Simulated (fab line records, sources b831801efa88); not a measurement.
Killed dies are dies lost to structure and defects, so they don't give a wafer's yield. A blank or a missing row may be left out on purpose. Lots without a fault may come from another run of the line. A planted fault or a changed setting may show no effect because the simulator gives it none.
Which tool did it? | flow sky130 | 11 lots, 33 wafers sampled, at 5 steps of a route of 708

WHAT THE GAUGES READ, wafer by wafer
SKY_POLY_GATE_THK_MEAS_01. Usual: POLY_GATE_CVD_00_THK 180.2 nm, standard deviation 1.5.
lot  | measured     | on            | POLY_GATE_CVD_00_THK (nm) | flag
L365 | day 13 17:31 | film_metro-04 | 180.0 178.9 179.7         |
L366 | day 14 05:14 | film_metro-02 | 179.5 182.1 180.3         |
L374 | day 16 17:35 | film_metro-03 | 178.9 180.1 179.5         |
L375 | day 17 10:20 | film_metro-02 | 178.5 179.0 179.4         |
L376 | day 18 09:08 | film_metro-03 | 144.9 144.7 146.3         | OFF
L377 | day 18 10:19 | film_metro-02 | 145.8 143.1 145.9         | OFF
L378 | day 18 10:19 | film_metro-03 | 144.5 142.8 144.1         | OFF
L385 | day 21 08:14 | film_metro-02 | 184.4 181.1 180.5         |
L386 | day 21 12:22 | film_metro-04 | 182.5 181.2 183.1         |
L387 | day 21 21:01 | film_metro-04 | 179.6 179.3 179.0         |
L388 | day 22 05:26 | film_metro-02 | 181.9 182.1 181.7         |

SKY_METAL1_THK_MEAS_06: measures by xrf. Usual: METAL1_ALCU_THK 252 nm, standard deviation 3.
lot  | measured     | on            | METAL1_ALCU_THK (nm) | flag
L365 | day 31 13:17 | film_metro-02 | 253 254 255          |
L366 | day 32 03:55 | film_metro-01 | 250 253 248          |
L374 | day 34 08:19 | film_metro-02 | 256 256 255          |
L375 | day 34 19:52 | film_metro-02 | 256 255 258          |
L376 | day 35 17:06 | film_metro-03 | 254 247 253          |
L377 | day 35 20:58 | film_metro-03 | 252 254 253          |
L378 | day 35 21:53 | film_metro-01 | 253 257 255          |
L385 | day 38 05:11 | film_metro-03 | 247 251 249          |
L386 | day 38 06:57 | film_metro-01 | 247 254 249          |
L387 | day 38 14:46 | film_metro-03 | 249 251 250          |
L388 | day 39 03:14 | film_metro-02 | 247 249 249          |

WHICH TOOL RAN EACH LOT (tool, then ch and the chambers of the sampled wafers, then the start)
lot  | SKY_NWELL_RTA_28                 | SKY_POLY_GATE_CVD_00        | SKY_POLY_GATE_ETCH_17
L365 | rtp_anneal-02 ch 0, day 5 02:38  | lpcvd-01 ch 1, day 13 16:19 | rie_si-02 ch 0,1,2, day 16 00:05
L366 | rtp_anneal-01 ch 0, day 5 10:37  | lpcvd-01 ch 1, day 14 04:02 | rie_si-02 ch 0,3, day 16 22:05
L374 | rtp_anneal-01 ch 0, day 7 05:16  | lpcvd-01 ch 1, day 16 15:46 | rie_si-01 ch 2,3, day 19 13:56
L375 | rtp_anneal-02 ch 0, day 7 15:16  | lpcvd-01 ch 1, day 17 09:07 | rie_si-01 ch 2,3, day 20 05:44
L376 | rtp_anneal-02 ch 0, day 7 23:21  | lpcvd-01 ch 1, day 18 07:55 | rie_si-02 ch 0,2,3, day 21 02:26
L377 | rtp_anneal-01 ch 0, day 8 04:59  | lpcvd-01 ch 0, day 18 09:07 | rie_si-01 ch 0,1,3, day 21 05:47
L378 | rtp_anneal-01 ch 0, day 8 08:28  | lpcvd-01 ch 0, day 18 09:07 | rie_si-02 ch 0,1,3, day 21 06:05
L385 | rtp_anneal-01 ch 0, day 10 11:07 | lpcvd-01 ch 0, day 21 07:02 | rie_si-01 ch 0,2,3, day 24 00:05
L386 | rtp_anneal-02 ch 0, day 10 15:45 | lpcvd-01 ch 0, day 21 11:09 | rie_si-02 ch 0,2, day 24 04:50
L387 | rtp_anneal-01 ch 0, day 10 17:25 | lpcvd-01 ch 1, day 21 19:47 | rie_si-01 ch 0,3, day 24 13:29
L388 | rtp_anneal-02 ch 0, day 11 04:14 | lpcvd-01 ch 0, day 22 04:14 | rie_si-02 ch 0,3, day 24 20:32
- SKY_NWELL_RTA_28: time 30 s.
- SKY_POLY_GATE_CVD_00: deposits poly-Si, target thk 180 nm, time 720 s.
- SKY_POLY_GATE_ETCH_17: etches poly-Si in HBr/Cl2, stops on SiO2, target depth 180 nm, time 70.5 s.

WHAT THE TOOLS THEMSELVES READ (means of the sampled wafers that have a number; where no wafer has one, the mark that the record gives instead)
SKY_NWELL_RTA_28. Usual: lamp_power_pct 25.30 %, standard deviation 0.051; wafer_temp_C_max 1054.7, standard deviation 0.93.
lot  | tool          | lamp_power_pct (%) | wafer_temp_C_max | flag
L365 | rtp_anneal-02 | 25.29              | 1055.2           |
L366 | rtp_anneal-01 | 25.32              | 1055.5           |
L374 | rtp_anneal-01 | 25.28              | 1055.5           |
L375 | rtp_anneal-02 | 25.30              | 1054.5           |
L376 | rtp_anneal-02 | 25.31              | 1054.2           |
L377 | rtp_anneal-01 | 25.27              | 1054.8           |
L378 | rtp_anneal-01 | 25.34              | 1053.9           |
L385 | rtp_anneal-01 | 25.29              | 1054.9           |
L386 | rtp_anneal-02 | 25.31              | 1055.4           |
L387 | rtp_anneal-01 | 25.28              | 1054.6           |
L388 | rtp_anneal-02 | 25.30              | 1054.4           |

SKY_POLY_GATE_ETCH_17. Usual: drypump_motor_current_A 5.5 A, standard deviation 0.4; he_backside_leak_sccm 2.68 sccm, standard deviation 0.24; oes_product_au 0.990 a.u., standard deviation 0.0073; throttle_valve_pct 33.686 %, standard deviation 0.0087.
lot  | tool      | drypump_motor_current_A (A) | he_backside_leak_sccm (sccm) | oes_product_au (a.u.) | throttle_valve_pct (%) | flag
L365 | rie_si-02 | 5.1                         | 2.60                         | 0.986                 | 33.679                 |
L366 | rie_si-02 | 5.0                         | 2.90                         | 0.994                 | 33.686                 |
L374 | rie_si-01 | 5.7                         | 2.41                         | 0.988                 | 33.684                 |
L375 | rie_si-01 | 5.7                         | 2.49                         | 0.988                 | 33.683                 |
L376 | rie_si-02 | 5.3                         | 2.83                         | 0.855                 | 33.690                 | OFF
L377 | rie_si-01 | 5.8                         | 2.65                         | 0.851                 | 33.686                 | OFF
L378 | rie_si-02 | 5.1                         | 2.76                         | 0.852                 | 33.692                 | OFF
L385 | rie_si-01 | 5.7                         | 2.54                         | 0.996                 | 33.689                 |
L386 | rie_si-02 | 5.3                         | 2.72                         | 0.995                 | 33.681                 |
L387 | rie_si-01 | 5.6                         | 2.69                         | 0.993                 | 33.679                 |
L388 | rie_si-02 | 5.0                         | 2.77                         | 0.997                 | 33.696                 |

THE ANSWER, worked out from the rows above alone
Rule: a lot is off if the mean of its wafers that have a number lies more than 3 standard deviations from the usual mean. A lot without any number at a reading at which 4 lots or more have one is off too. The other lots that the step has rows for count as sound. The gauges are gone through in route order, then the tools' own readings, and for those a lot's mean is taken as printed above. The first step at which some lot is off is used, and at that step the reading that is off furthest; a lot without a number counts as furthest.
Off: L376, L377, L378, at SKY_POLY_GATE_THK_MEAS_01 (POLY_GATE_CVD_00_THK).
A tool fits if, at a process step before that reading, it ran every lot that is off, and no sound lot after the first of them. The gauges at SKY_POLY_GATE_THK_MEAS_01 aren't tried: what is off there is off at SKY_POLY_GATE_ETCH_17 too, on other tools, and a gauge's error can't cause that. None of those tried fits.

WHAT THE SIMULATOR HAD PUT IN
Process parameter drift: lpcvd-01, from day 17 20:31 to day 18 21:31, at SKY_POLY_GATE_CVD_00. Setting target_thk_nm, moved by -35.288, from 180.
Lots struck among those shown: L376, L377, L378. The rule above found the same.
